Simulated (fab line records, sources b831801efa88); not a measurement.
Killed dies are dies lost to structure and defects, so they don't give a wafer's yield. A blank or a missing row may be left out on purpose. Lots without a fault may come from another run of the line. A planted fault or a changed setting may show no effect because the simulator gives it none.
fab line records | flow sky130
record lots=12 wafers=36 last_day=50
route steps=708 shown LDD_HVP@288 LDD_LDN@301 SD_N@353 RES_XHIGH@360 PAD_OPEN@708
lots that met no fault: from a run of the same line without faults
start_h: hours from the record's first day to the start of the lot's first wafer shown | wait_h: hours since the lot's step before | " the same as in the row above | L1.1+2: a row that stands for several wafers | - no value, or no start given | * or withheld: withheld | < > ~ a bound
route shown NAME@n: a module of which the file shows steps, and the number in the route of the first | usual: mean/standard deviation of fault-free wafers | same: alike in all rows | chamber/n: place in a boat | sites: the reading at each site | _std_site: their standard deviation | _edge_site: outer sites' mean less inner sites' | radius_mm: how far each site lies from the wafer's centre | mask NAME#n: copy n | behind: the tool/chamber that last shaped the wafer | hold: why the lot was held/for how many hours/how that ended | device: the transistor (n, p or np) that didn't switch | end of line: the same wafers' tests at the end of the route | a step without rows: its recipe alone | killed: dies lost to structure and defects at the first sort, not the wafer's yield | map: a wafer's dies, x killed, . not, _ none there
set.NAME: the setting as run; set.NAME@STEP: as run at that earlier step | model.NAME: the simulator's own value behind a step, which no gauge read
steps of the route over a sample of lots; a table a step, a row a wafer
services: from which hour (start_h, from the record's first day; less than 0 if before it) a tool's chamber was out of use, for how many hours, and why
## steps
# step SKY_LDD_HVP_TW_MEAS_10
# usual LDD_HVP_TW=457/4.1
# columns lot.wafer tool chamber start_h wait_h LDD_HVP_TW
L735.1 film_metro-01 - 491.57 0.1 453
L735.2 " - " " 452
L735.4 " - " " 455
L738.1 film_metro-03 - 543.24 0.1 454
L738.3 " - " " 454
L738.6 " - " " 453
L739.1 film_metro-04 - 552.99 0.1 461
L739.5 " - " " 466
L739.6 " - " " 464
L740.3 film_metro-03 - 562.94 0.1 448
L740.5 " - " " 451
L740.6 " - " " 451
L747.3 film_metro-01 - 606.99 0.1 455
L747.5 " - " " 456
L747.6 " - " " 453
L749.1 film_metro-03 - 633.02 0.1 454
L749.2 " - " " 456
L749.4 " - " " 456
L750.1 film_metro-03 - 640.49 0.1 458
L750.2 " - " " 458
L750.5 " - " " 459
L751.2 film_metro-03 - 645.18 0.1 457
L751.4 " - " " 458
L751.5 " - " " 459
L753.1 film_metro-01 - 649.24 0.1 459
L753.3 " - " " 459
L753.4 " - " " 459
L755.1 film_metro-01 - 671.69 0.1 458
L755.5 " - " " 457
L755.6 " - " " 458
L756.1 film_metro-03 - 682.44 0.1 456
L756.3 " - " " 456
L756.6 " - " " 456
L758.2 film_metro-04 - 687.33 0.1 461
L758.5 " - " " 460
L758.6 " - " " 461
# step SKY_LDD_LDN_STRIP_12
# recipe chemistry=O2/N2 power_w=1400 pressure_mtorr=1500 platen_temp_c=withheld o2_flow_sccm=3000 n2_flow_sccm=300 overash_fraction=0.5
# usual chamber_pressure_mTorr=1499.8/1.3 drypump_motor_current_A=5.76/0.13 oes_product_au=0.715/0.0044 strip_time_to_endpoint_s=14.20/0.046
# columns lot.wafer tool chamber start_h wait_h chamber_pressure_mTorr drypump_motor_current_A oes_product_au rf_hours_counter_h strip_time_to_endpoint_s
L735.1 plasma_asher-02 0 523.07 0.1 1499.0 5.53 0.717 72 14.19
L735.2 " 1 " " 1498.6 5.86 0.719 72 14.21
L735.4 " 0 " " 1498.3 5.53 0.708 - 14.19
L738.1 plasma_asher-01 0 573.27 0.1 1500.1 5.82 0.720 86 14.22
L738.3 " 1 " " 1502.1 5.76 0.716 - 14.20
L738.6 " 1 " " 1499.4 5.77 0.718 - 14.19
L739.1 plasma_asher-02 1 583.22 0.1 1500.9 5.88 0.725 78 14.22
L739.5 " 0 " " 1498.5 5.54 0.708 - 14.19
L739.6 " 1 " " 1499.8 5.89 0.716 - 14.20
L740.3 plasma_asher-01 0 593.01 0.1 1500.8 5.83 0.711 - 14.22
L740.5 " 0 " " 1499.5 5.84 0.716 - 14.21
L740.6 " 1 " " 1501.4 5.78 0.713 - 14.21
L747.3 plasma_asher-04 0 636.93 0.1 1501.6 5.73 0.717 - 14.26
L747.5 " 0 " " 1499.2 5.69 0.718 - 14.21
L747.6 " 1 " " 1500.9 5.82 0.715 - 14.28
L749.1 plasma_asher-04 1 662.39 0.1 1499.5 5.78 0.710 23 14.18
L749.2 " 0 " " 1499.4 5.71 0.712 23 14.23
L749.4 " 1 " " 1500.6 5.78 0.714 - 14.22
L750.1 plasma_asher-04 0 669.67 0.1 1496.5 5.73 0.716 24 14.15
L750.2 " 1 " " 1499.4 5.80 0.708 24 14.21
L750.5 " 0 " " 1499.7 5.69 0.716 - 14.20
L751.2 plasma_asher-01 1 673.73 0.1 1498.9 5.78 0.710 96 14.19
L751.4 " 1 " " 1498.8 5.77 0.712 - 14.18
L751.5 " 0 " " 1500.3 5.84 0.717 - 14.21
L753.1 plasma_asher-02 1 677.02 0.1 1499.8 5.90 0.713 88 14.24
L753.3 " 0 " " 1498.0 5.54 0.715 - 14.26
L753.4 " 1 " " 1499.2 5.89 0.714 - 14.20
L755.1 plasma_asher-02 0 700.14 0.1 1501.1 5.53 0.717 90 14.20
L755.5 " 1 " " 1497.7 5.89 0.713 - 14.08
L755.6 " 0 " " 1500.0 5.53 0.717 - 14.16
L756.1 plasma_asher-02 1 710.89 0.1 1499.4 5.92 0.723 91 14.17
L756.3 " 1 " " 1500.9 5.89 0.709 - 14.20
L756.6 " 0 " " 1501.2 5.55 0.717 - 14.23
L758.2 plasma_asher-01 0 715.33 0.1 1499.0 5.84 0.712 100 14.22
L758.5 " 0 " " 1500.6 5.84 0.709 - 14.21
L758.6 " 1 " " 1503.0 5.78 0.718 - 14.27
# step SKY_SD_N_STRIP_11
# recipe chemistry=O2/N2 power_w=1400 pressure_mtorr=1500 platen_temp_c=withheld o2_flow_sccm=3000 n2_flow_sccm=300 overash_fraction=0.5
# usual chamber_pressure_mTorr=1500.2/1.4 drypump_motor_current_A=5.76/0.12 oes_product_au=0.527/0.0045 strip_time_to_endpoint_s=22.55/0.044
# columns lot.wafer tool chamber start_h wait_h chamber_pressure_mTorr drypump_motor_current_A oes_product_au rf_hours_counter_h strip_time_to_endpoint_s
L735.1 plasma_asher-02 1 648.76 0.1 1499.8 5.92 0.527 85 22.56
L735.2 " 0 " " 1497.8 5.55 0.532 85 22.53
L735.4 " 0 " " 1500.1 5.54 0.533 - 22.55
L738.1 plasma_asher-01 0 689.81 0.1 - - - - -
L738.3 " 1 " " - - - - -
L738.6 " 1 " " - - - - -
L739.1 plasma_asher-02 0 699.36 0.1 - - - - -
L739.5 " 0 " " - - - - -
L739.6 " 1 " " - - - - -
L740.3 plasma_asher-01 0 710.40 0.2 - - - - -
L740.5 " 0 " " - - - - -
L740.6 " 1 " " - - - - -
L747.3 plasma_asher-04 0 754.05 0.1 1497.0 5.72 0.523 - 22.54
L747.5 " 1 " " 1500.4 5.82 0.528 - 22.56
L747.6 " 0 " " 1500.0 5.70 0.531 - 22.56
L749.1 plasma_asher-01 1 776.31 0.1 1499.4 5.78 0.532 3 22.60
L749.2 " 0 " " 1498.4 5.83 0.534 3 22.54
L749.4 " 0 " " 1500.0 5.85 0.523 - 22.62
L750.1 plasma_asher-01 0 782.01 0.1 1501.2 5.82 0.520 4 22.56
L750.2 " 1 " " 1499.1 5.79 0.531 4 22.54
L750.5 " 1 " " 1499.8 5.79 0.527 - 22.58
L751.2 plasma_asher-01 1 786.59 0.1 1502.5 5.77 0.529 4 22.64
L751.4 " 1 " " 1498.7 5.77 0.532 - 22.59
L751.5 " 1 " " 1499.3 5.76 0.530 - 22.56
L753.1 plasma_asher-01 1 791.06 0.1 1500.6 5.77 0.525 5 22.53
L753.3 " 0 " " 1499.9 5.82 0.527 - 22.54
L753.4 " 1 " " 1500.5 5.77 0.520 - 22.53
L755.1 plasma_asher-01 0 811.19 0.1 1500.9 5.83 0.525 6 22.59
L755.5 " 1 " " 1500.8 5.78 0.526 - 22.64
L755.6 " 0 " " 1498.4 5.82 0.527 - 22.57
L756.1 plasma_asher-04 0 824.10 0.1 1499.1 5.67 0.530 39 22.49
L756.3 " 1 " " 1503.3 5.80 0.532 - 22.49
L756.6 " 1 " " 1498.2 5.77 0.532 - 22.47
L758.2 plasma_asher-02 0 824.79 0.1 1500.9 5.56 0.526 103 22.63
L758.5 " 0 " " 1500.1 5.56 0.519 - 22.65
L758.6 " 1 " " 1498.4 5.92 0.527 - 22.66
# step SKY_SD_N_RS_MEAS_18
# recipe thk_meas_gauge=four-point-probe
# usual RES_XHIGH_RS=332.9/1.1
# columns lot.wafer tool chamber start_h wait_h RES_XHIGH_RS[ohm/sq]
L735.1 film_metro-04 - 649.39 0.1 330.6
L735.2 " - " " 331.7
L735.4 " - " " 330.2
L738.1 film_metro-02 - 690.44 0.1 333.8
L738.3 " - " " 333.8
L738.6 " - " " 335.3
L739.1 film_metro-02 - 699.99 0.1 332.7
L739.5 " - " " 331.7
L739.6 " - " " 333.3
L740.3 film_metro-04 - 711.03 0.1 333.3
L740.5 " - " " 333.7
L740.6 " - " " 333.2
L747.3 film_metro-04 - 754.68 0.1 334.2
L747.5 " - " " 334.8
L747.6 " - " " 334.4
L749.1 film_metro-02 - 776.94 0.1 332.6
L749.2 " - " " 331.2
L749.4 " - " " 331.3
L750.1 film_metro-02 - 782.64 0.1 333.9
L750.2 " - " " 333.2
L750.5 " - " " 332.2
L751.2 film_metro-03 - 787.24 0.1 333.5
L751.4 " - " " 333.6
L751.5 " - " " 332.1
L753.1 film_metro-02 - 791.69 0.1 333.6
L753.3 " - " " 331.5
L753.4 " - " " 334.2
L755.1 film_metro-02 - 811.82 0.1 333.2
L755.5 " - " " 333.6
L755.6 " - " " 333.1
L756.1 film_metro-02 - 824.73 0.1 334.6
L756.3 " - " " 333.8
L756.6 " - " " 333.7
L758.2 film_metro-02 - 825.44 0.1 334.6
L758.5 " - " " 333.1
L758.6 " - " " 332.6
# step SKY_PAD_OPEN_PROBE_99
# usual killed_at_M0_to_M3=43/6.9 killed_at_M4_up=3.0/1.8 killed_at_contacts=24/4.8 killed_at_front_end=15/4.5 killed_at_other=0.4/0.67 killed_dies=86/9.2 killed_on_rim=17/3.5 killed_open=46/6.9 killed_short=39/6
# same gross_dies=492 killed_at_back_side=0
# columns lot.wafer tool chamber start_h wait_h hold killed_at_M0_to_M3 killed_at_M4_up killed_at_contacts killed_at_front_end killed_at_other killed_dies killed_on_rim killed_open killed_short
L735.1 prober-02 - 1075.55 0.1 - 55 3 33 18 1 110 23 65 45
L735.2 prober-02 - 1075.60 0.1 - 54 4 32 10 1 101 19 49 52
L735.4 prober-02 - 1075.70 0.2 - 49 0 35 12 0 96 21 60 36
L738.1 prober-01 - 1109.72 0.1 await_dispo/6.3h/scrap 40 3 21 428 0 492 96 40 38
L738.3 prober-01 - 1109.82 0.2 await_dispo/6.3h/scrap 52 4 19 417 0 492 96 50 38
L738.6 prober-01 - 1109.97 0.2 await_dispo/6.3h/scrap 52 3 25 411 1 492 96 52 41
L739.1 prober-02 - 1117.38 0.1 await_dispo/9.2h/scrap 40 3 26 422 1 492 96 37 44
L739.5 prober-02 - 1117.58 0.2 await_dispo/9.2h/scrap 34 1 23 432 2 492 96 36 40
L739.6 prober-02 - 1117.63 0.2 await_dispo/9.2h/scrap 44 0 16 430 2 492 96 38 41
L740.3 prober-01 - 1122.32 0.2 await_dispo/3.5h/scrap 42 3 23 424 0 492 96 47 36
L740.5 prober-01 - 1122.42 0.2 await_dispo/3.5h/scrap 50 2 26 414 0 492 96 44 40
L740.6 prober-01 - 1122.47 0.2 await_dispo/3.5h/scrap 49 3 20 419 1 492 96 45 43
L747.3 prober-02 - 1154.02 0.2 - 51 3 25 20 0 99 16 60 39
L747.5 prober-02 - 1154.12 0.2 - 53 3 27 7 0 90 14 48 42
L747.6 prober-02 - 1154.17 0.2 - 39 4 24 22 0 89 11 45 43
L749.1 prober-01 - 1167.52 0.1 - 35 2 25 15 1 78 11 49 29
L749.2 prober-01 - 1167.57 0.1 - 43 4 32 7 1 87 15 37 50
L749.4 prober-01 - 1167.67 0.2 - 50 3 21 13 1 88 19 54 34
L750.1 prober-02 - 1172.01 0.1 - 52 2 20 17 0 91 22 52 37
L750.2 prober-02 - 1172.06 0.1 - 41 3 26 18 0 88 14 51 36
L750.5 prober-02 - 1172.21 0.2 - 35 2 29 16 0 82 20 49 33
L751.2 prober-01 - 1174.52 0.1 - 36 1 28 12 1 78 17 43 34
L751.4 prober-01 - 1174.62 0.2 - 44 2 22 19 0 87 20 45 42
L751.5 prober-01 - 1174.67 0.2 - 46 1 26 13 2 88 22 52 36
L753.1 prober-01 - 1178.70 0.1 - 45 5 27 13 0 90 18 50 37
L753.3 prober-01 - 1178.80 0.2 - 43 3 24 9 0 79 13 40 39
L753.4 prober-01 - 1178.85 0.2 - 43 1 28 17 0 89 25 55 33
L755.1 prober-01 - 1189.91 0.1 - 45 2 27 13 0 87 18 48 38
L755.5 prober-01 - 1190.11 0.2 - 47 1 22 10 1 81 17 32 49
L755.6 prober-01 - 1190.16 0.2 - 45 3 26 20 0 94 16 47 47
L756.1 prober-02 - 1198.34 0.1 - 43 3 31 14 1 92 19 45 45
L756.3 prober-02 - 1198.44 0.2 - 31 2 22 11 1 67 17 33 33
L756.6 prober-02 - 1198.59 0.2 - 43 3 21 14 0 81 23 42 37
L758.2 prober-02 - 1199.89 0.1 - 39 2 26 19 1 87 20 39 46
L758.5 prober-02 - 1200.04 0.2 - 48 1 27 19 1 96 17 52 44
L758.6 prober-02 - 1200.09 0.2 - 32 3 18 14 0 67 13 39 28
# killed by level:class
L735.1 CONTACT:geometric_particle:open=18 VIA3:geometric_particle:open=10 LI_CONTACT:geometric_particle:open=10 VIA1:geometric_particle:open=8 VIA1:geometric_particle:short=7 METAL2:geometric_particle:short=7 VIA2:geometric_particle:open=7 POLY_GATE:geometric_particle:short=6
L735.2 CONTACT:geometric_particle:open=11 VIA1:geometric_particle:open=11 VIA2:geometric_particle:open=10 VIA1:geometric_particle:short=9 CONTACT:geometric_particle:short=8 LI_CONTACT:geometric_particle:open=6 METAL1:geometric_particle:short=6 METAL2:geometric_particle:short=6
L735.4 VIA1:geometric_particle:open=17 CONTACT:geometric_particle:open=14 LI_CONTACT:geometric_particle:open=8 VIA3:geometric_particle:open=6 VIA1:geometric_particle:short=6 LOCAL_INTERCONNECT:geometric_particle:short=5 POLY_GATE:geometric_particle:open=4 METAL1:geometric_particle:short=4
L738.1 SD_N:area_rta=414 CONTACT:geometric_particle:open=11 FIELD_ISO:geometric_particle:open=7 VIA1:geometric_particle:open=7 VIA3:geometric_particle:open=5 METAL1:geometric_particle:short=5 CONTACT:geometric_particle:short=5 FIELD_ISO:geometric_particle:short=4
L738.3 SD_N:area_rta=404 VIA1:geometric_particle:open=11 VIA3:geometric_particle:open=9 LI_CONTACT:geometric_particle:open=8 VIA2:geometric_particle:open=7 CONTACT:geometric_particle:open=6 VIA2:geometric_particle:short=6 FIELD_ISO:geometric_particle:short=5
L738.6 SD_N:area_rta=399 VIA1:geometric_particle:open=20 LI_CONTACT:geometric_particle:open=11 METAL2:geometric_particle:short=8 CONTACT:geometric_particle:short=6 CONTACT:geometric_particle:open=6 FIELD_ISO:geometric_particle:short=5 VIA1:geometric_particle:short=5
L739.1 SD_N:area_rta=410 LI_CONTACT:geometric_particle:open=10 VIA1:geometric_particle:open=9 METAL2:geometric_particle:short=7 FIELD_ISO:geometric_particle:short=6 VIA1:geometric_particle:short=6 CONTACT:geometric_particle:short=5 VIA2:geometric_particle:open=5
L739.5 SD_N:area_rta=413 CONTACT:geometric_particle:short=8 POLY_GATE:geometric_particle:open=6 VIA1:geometric_particle:open=6 VIA2:geometric_particle:open=6 METAL2:geometric_particle:short=5 POLY_GATE:geometric_particle:short=4 LI_CONTACT:geometric_particle:open=4
L739.6 SD_N:area_rta=411 FIELD_ISO:geometric_particle:short=8 VIA2:geometric_particle:open=8 METAL1:geometric_particle:short=7 METAL2:geometric_particle:short=6 VIA2:geometric_particle:short=6 LI_CONTACT:geometric_particle:open=5 VIA3:geometric_particle:open=5
L740.3 SD_N:area_rta=409 VIA1:geometric_particle:open=10 VIA2:geometric_particle:open=9 CONTACT:geometric_particle:open=7 LI_CONTACT:geometric_particle:open=6 METAL1:geometric_particle:short=6 LOCAL_INTERCONNECT:geometric_particle:short=5 FIELD_ISO:geometric_particle:short=4
L740.5 SD_N:area_rta=408 VIA1:geometric_particle:open=9 CONTACT:geometric_particle:open=8 VIA3:geometric_particle:open=8 METAL2:geometric_particle:short=7 LOCAL_INTERCONNECT:geometric_particle:short=7 METAL1:geometric_particle:short=6 CONTACT:geometric_particle:short=5
L740.6 SD_N:area_rta=403 VIA1:geometric_particle:open=11 METAL2:geometric_particle:short=10 VIA3:geometric_particle:open=8 CONTACT:geometric_particle:open=6 VIA2:geometric_particle:open=6 FIELD_ISO:geometric_particle:short=5 VIA1:geometric_particle:short=5
L747.3 CONTACT:geometric_particle:open=15 VIA2:geometric_particle:open=10 VIA3:geometric_particle:open=9 FIELD_ISO:geometric_particle:short=7 LI_CONTACT:geometric_particle:open=6 POLY_GATE:geometric_particle:open=5 VIA1:geometric_particle:short=5 METAL2:geometric_particle:short=5
L747.5 VIA2:geometric_particle:open=15 VIA1:geometric_particle:open=11 LOCAL_INTERCONNECT:geometric_particle:short=8 CONTACT:geometric_particle:open=7 LI_CONTACT:geometric_particle:open=6 VIA1:geometric_particle:short=6 CONTACT:geometric_particle:short=5 VIA3:geometric_particle:open=5
L747.6 CONTACT:geometric_particle:open=12 VIA1:geometric_particle:open=8 METAL2:geometric_particle:short=8 FIELD_ISO:geometric_particle:open=7 POLY_GATE:geometric_particle:open=6 CONTACT:geometric_particle:short=6 POLY_GATE:geometric_particle:short=5 VIA3:geometric_particle:open=5
L749.1 CONTACT:geometric_particle:open=10 VIA3:geometric_particle:open=7 VIA1:geometric_particle:open=7 METAL2:geometric_particle:short=5 POLY_GATE:geometric_particle:short=4 FIELD_ISO:geometric_particle:open=4 POLY_GATE:geometric_particle:open=4 LI_CONTACT:geometric_particle:open=4
L749.2 VIA1:geometric_particle:open=12 CONTACT:geometric_particle:open=10 CONTACT:geometric_particle:short=8 VIA1:geometric_particle:short=7 LI_CONTACT:geometric_particle:open=6 METAL1:geometric_particle:short=6 VIA2:geometric_particle:open=4 METAL2:geometric_particle:short=4
L749.4 VIA1:geometric_particle:open=21 CONTACT:geometric_particle:open=7 VIA2:geometric_particle:open=6 VIA2:geometric_particle:short=5 LI_CONTACT:geometric_particle:open=5 CONTACT:geometric_particle:short=4 VIA3:geometric_particle:open=4 FIELD_ISO:geometric_particle:short=3
L750.1 LI_CONTACT:geometric_particle:open=9 METAL2:geometric_particle:short=9 VIA3:geometric_particle:open=8 VIA2:geometric_particle:open=7 VIA1:geometric_particle:short=7 POLY_GATE:geometric_particle:open=6 CONTACT:geometric_particle:open=5 VIA1:geometric_particle:open=5
L750.2 VIA1:geometric_particle:open=11 LI_CONTACT:geometric_particle:open=10 VIA3:geometric_particle:open=7 FIELD_ISO:geometric_particle:open=6 CONTACT:geometric_particle:short=6 CONTACT:geometric_particle:open=5 VIA1:geometric_particle:short=5 VIA2:geometric_particle:open=5
L750.5 CONTACT:geometric_particle:open=15 VIA1:geometric_particle:open=14 CONTACT:geometric_particle:short=7 VIA3:geometric_particle:open=7 POLY_GATE:geometric_particle:short=5 FIELD_ISO:geometric_particle:open=4 METAL2:geometric_particle:short=4 FIELD_ISO:geometric_particle:short=3
L751.2 CONTACT:geometric_particle:open=14 VIA2:geometric_particle:open=7 VIA1:geometric_particle:open=7 LOCAL_INTERCONNECT:geometric_particle:short=6 METAL2:geometric_particle:short=6 LI_CONTACT:geometric_particle:open=5 VIA1:geometric_particle:short=5 METAL1:geometric_particle:short=4
L751.4 METAL1:geometric_particle:short=9 VIA1:geometric_particle:open=8 VIA2:geometric_particle:open=7 LI_CONTACT:geometric_particle:open=6 VIA3:geometric_particle:open=6 CONTACT:geometric_particle:short=5 CONTACT:geometric_particle:open=5 POLY_GATE:geometric_particle:open=4
L751.5 VIA1:geometric_particle:open=13 LI_CONTACT:geometric_particle:open=11 METAL2:geometric_particle:short=9 CONTACT:geometric_particle:open=6 VIA2:geometric_particle:open=6 METAL2:geometric_particle:open=5 FIELD_ISO:geometric_particle:short=4 LI_CONTACT:geometric_particle:short=4
L753.1 CONTACT:geometric_particle:open=11 VIA1:geometric_particle:open=9 CONTACT:geometric_particle:short=7 VIA1:geometric_particle:short=7 VIA2:geometric_particle:open=7 LI_CONTACT:geometric_particle:open=6 VIA3:geometric_particle:open=4 VIA3:geometric_particle:short=4
L753.3 VIA1:geometric_particle:open=14 VIA2:geometric_particle:open=8 CONTACT:geometric_particle:short=6 CONTACT:geometric_particle:open=6 LI_CONTACT:geometric_particle:open=5 METAL1:geometric_particle:short=5 METAL2:geometric_particle:short=5 LOCAL_INTERCONNECT:geometric_particle:short=4
L753.4 VIA1:geometric_particle:open=15 CONTACT:geometric_particle:open=13 FIELD_ISO:geometric_particle:open=6 VIA1:geometric_particle:short=6 LI_CONTACT:geometric_particle:open=5 CONTACT:geometric_particle:short=5 FIELD_ISO:geometric_particle:short=4 METAL1:geometric_particle:short=4
L755.1 VIA1:geometric_particle:open=17 CONTACT:geometric_particle:open=12 VIA1:geometric_particle:short=7 LI_CONTACT:geometric_particle:open=5 POLY_GATE:geometric_particle:open=4 POLY_GATE:geometric_particle:short=4 LOCAL_INTERCONNECT:geometric_particle:short=4 METAL1:geometric_particle:short=4
L755.5 VIA1:geometric_particle:open=13 METAL2:geometric_particle:short=10 CONTACT:geometric_particle:short=8 FIELD_ISO:geometric_particle:short=6 CONTACT:geometric_particle:open=6 LOCAL_INTERCONNECT:geometric_particle:short=5 VIA3:geometric_particle:open=5 VIA1:geometric_particle:short=4
L755.6 CONTACT:geometric_particle:open=11 VIA1:geometric_particle:open=10 POLY_GATE:geometric_particle:short=7 LI_CONTACT:geometric_particle:open=6 FIELD_ISO:geometric_particle:short=5 METAL2:geometric_particle:short=5 METAL1:geometric_particle:short=5 VIA1:geometric_particle:short=5
L756.1 VIA1:geometric_particle:short=8 LI_CONTACT:geometric_particle:open=8 LOCAL_INTERCONNECT:geometric_particle:short=7 CONTACT:geometric_particle:open=7 VIA1:geometric_particle:open=6 VIA2:geometric_particle:open=6 METAL2:geometric_particle:short=5 VIA3:geometric_particle:open=5
L756.3 VIA1:geometric_particle:open=10 CONTACT:geometric_particle:open=8 FIELD_ISO:geometric_particle:short=6 VIA2:geometric_particle:short=5 LI_CONTACT:geometric_particle:open=4 METAL1:geometric_particle:short=4 LI_CONTACT:geometric_particle:short=3 LOCAL_INTERCONNECT:geometric_particle:short=3
L756.6 VIA1:geometric_particle:open=9 VIA2:geometric_particle:open=9 CONTACT:geometric_particle:open=7 CONTACT:geometric_particle:short=6 VIA1:geometric_particle:short=5 METAL2:geometric_particle:short=5 FIELD_ISO:geometric_particle:short=4 METAL1:geometric_particle:short=4
L758.2 LI_CONTACT:geometric_particle:open=9 METAL1:geometric_particle:short=8 POLY_GATE:geometric_particle:short=7 VIA1:geometric_particle:open=7 CONTACT:geometric_particle:short=6 CONTACT:geometric_particle:open=6 VIA1:geometric_particle:short=6 FIELD_ISO:geometric_particle:short=4
L758.5 VIA1:geometric_particle:open=13 CONTACT:geometric_particle:open=9 METAL2:geometric_particle:short=9 LI_CONTACT:geometric_particle:open=8 METAL1:geometric_particle:short=7 VIA2:geometric_particle:open=7 FIELD_ISO:geometric_particle:short=5 FIELD_ISO:geometric_particle:open=5
L758.6 VIA2:geometric_particle:open=7 LI_CONTACT:geometric_particle:open=6 VIA1:geometric_particle:short=6 METAL2:geometric_particle:short=6 FIELD_ISO:geometric_particle:open=4 VIA1:geometric_particle:open=4 CONTACT:geometric_particle:open=4 VIA3:geometric_particle:open=4
## services
# columns tool chamber start_h hours kind
plasma_asher-01 - 511.13 0.3 repair
plasma_asher-04 - 519.20 4.3 repair
plasma_asher-01 - 542.79 3.3 repair
plasma_asher-01 - 615.14 4.3 pm
plasma_asher-04 - 641.20 1.4 repair
plasma_asher-02 - 643.89 1.7 repair
plasma_asher-01 - 716.09 1.6 repair
plasma_asher-01 - 733.75 9.0 pm
plasma_asher-01 0 733.75 9.0 vent_cycle
plasma_asher-01 1 733.75 9.0 vent_cycle
plasma_asher-01 - 740.57 1.8 repair
plasma_asher-01 0 742.75 - clean
plasma_asher-01 1 742.75 - clean
## key
first_sign step=SKY_SD_N_STRIP_11 reading=tool_record direction=missing
effect step=SKY_PAD_OPEN_PROBE_99 reading=killed_at_front_end direction=up sigmas=91 usual=15 struck=422
more_kills_born_at SKY_SD_N_RTA_14@rtp_anneal-02=2437 SKY_SD_N_RTA_14@rtp_anneal-01=1234
met_at SKY_SD_N_STRIP_11
struck_lots L738,L739,L740
tester_left_out L738,L739,L740
not_acting_at SKY_LDD_HVP_TW_MEAS_10,SKY_LDD_LDN_STRIP_12,SKY_SD_N_RS_MEAS_18
onset_between 648.76 689.81
fault kind=skipped_step_whole tool=plasma_asher-01,plasma_asher-02 chamber=- onset_h=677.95 steps=SKY_SD_N_STRIP_11 scope=struck_lots_only
# tester_left_out: of these lots the tester's yield and bins aren't shown, on N5 and GAA mostly nor the transistor test; their killed dies are dies lost to structure and defects alone, not to doping, threshold or leakage, so they don't give the yield
